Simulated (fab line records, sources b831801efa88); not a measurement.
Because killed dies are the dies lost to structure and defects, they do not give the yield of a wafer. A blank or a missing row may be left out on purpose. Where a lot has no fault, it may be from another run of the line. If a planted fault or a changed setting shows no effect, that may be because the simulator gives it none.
Problem report, 8D (eight disciplines) form, completed by code    flow sky130    the parts of the form that need people (team, actions taken, sign-off) are left out

== 1. WHAT WENT WRONG ==
strip-time-to-endpoint-s at SKY_LOCAL_INTERCONNECT_STRIP_15 reads a mean of 4.477 s on 3 wafers of 3 lots; wafers without a fault read 4.732 s with a standard deviation of 0.02. Measured from the usual mean, that is -13 standard deviations.
The step: strips in O2/N2.
Earliest sighting: wafer L946.1 on plasma-asher-02 at day 34 21:05. The record holds 36 wafers of 12 lots with a number at this step. By rule, "out" or "out of limits" means more than 4 standard deviations away from the usual mean. The other wafers with a number count as sound.

== 2. WHAT IT IS, WHAT IT ISN'T ==
question                     is                        is not
which readings at this step  strip-time-to-endpoint-s  drypump-motor-current-A
which lots                   L946, L947, L948          L936, L940, L942, L945, L949, L950, L953, L955, L956
which wafers of those lots   L946.1, L947.4, L948.4    L946.2, L946.3, L947.1, L947.3, L948.2, L948.5
read on which tools          plasma-asher-02           plasma-asher-03, plasma-asher-04
when                         from day 34 21:05         up to then (14 sound wafers); but 19 sound wafers of L947, L948, L949, L950, L953, L955, L956 came after

== 3. SUSPECTS, AND WHAT RULES EACH OUT ==
Counting: if a tool at a process step up to the reading ran every lot that is out, it stays a suspect. Sound lots after the first of them don't rule it out here, since some wafers of a struck lot are sound.
- rie-metal-02 at SKY_LOCAL_INTERCONNECT_ETCH_13 (etches BARC in N2/H2, stops on SiO2, time 45.9 s, target depth 60 nm): kept. Every lot that is out went through it, the first being L946 (day 34 20:58); the last sound lot it ran before that was L942 (day 33 06:49).
- plasma-asher-02 at SKY_LOCAL_INTERCONNECT_STRIP_15 (strips in O2/N2): kept. It ran every lot that is out, first L946 (day 34 21:05). Its own readings are out on those wafers: strip-time-to-endpoint-s.
- The sound lot-mates ran in chamber 0 of rie-metal-02 at SKY_LOCAL_INTERCONNECT_ETCH_13, but the wafers that are out ran in chamber 1.
Remaining after the count are rie-metal-02 at SKY_LOCAL_INTERCONNECT_ETCH_13 and plasma-asher-02 at SKY_LOCAL_INTERCONNECT_STRIP_15.

== 4. THE CAUSE (what the simulator had put in) ==
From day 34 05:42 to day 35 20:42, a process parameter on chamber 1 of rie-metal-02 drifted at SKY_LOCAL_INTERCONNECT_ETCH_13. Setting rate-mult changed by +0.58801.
Counting leaves 2 suspects; this tool is one of them.

== 5. SEQUENCE OF EFFECTS, ordered by route ==
Each row: a reading whose mean over the struck wafers that have a number lies more than 3 standard deviations from the usual. Readings are gone through only where the record gives a usual standard deviation; hours: the median, over the lots, of the time from a lot's start at the first step in this table giving one to that lot's start at this step; sigmas: the change measured in usual standard deviations.
hours  step                             reading                   usual    on struck wafers  change  sigmas
0      SKY_LOCAL_INTERCONNECT_STRIP_15  strip-time-to-endpoint-s  4.732 s  4.477             -0.255  -13
Here are the process steps it includes:
- SKY_LOCAL_INTERCONNECT_STRIP_15: strips in O2/N2.
At these later measuring or inspecting steps, every struck wafer for which the step has a row has a number for every such reading, and none has moved that far: SKY_CONTACT_OVL_MEAS_15.

== 6. WHAT WOULD HAVE CAUGHT IT SOONER ==
In this record no reading fell out of limits until day 34 21:05, 15 hours after the fault had begun at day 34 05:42.
No tool reading at SKY_LOCAL_INTERCONNECT_ETCH_13 that has a usual standard deviation in the record was out on any struck wafer, so an alarm limit of 4 standard deviations on those readings would not have fired.
Lots out: 3; of these, L947, L948 started SKY_LOCAL_INTERCONNECT_ETCH_13 on rie-metal-02 after day 34 21:05. A hold on the tool at that time would have spared those 2.
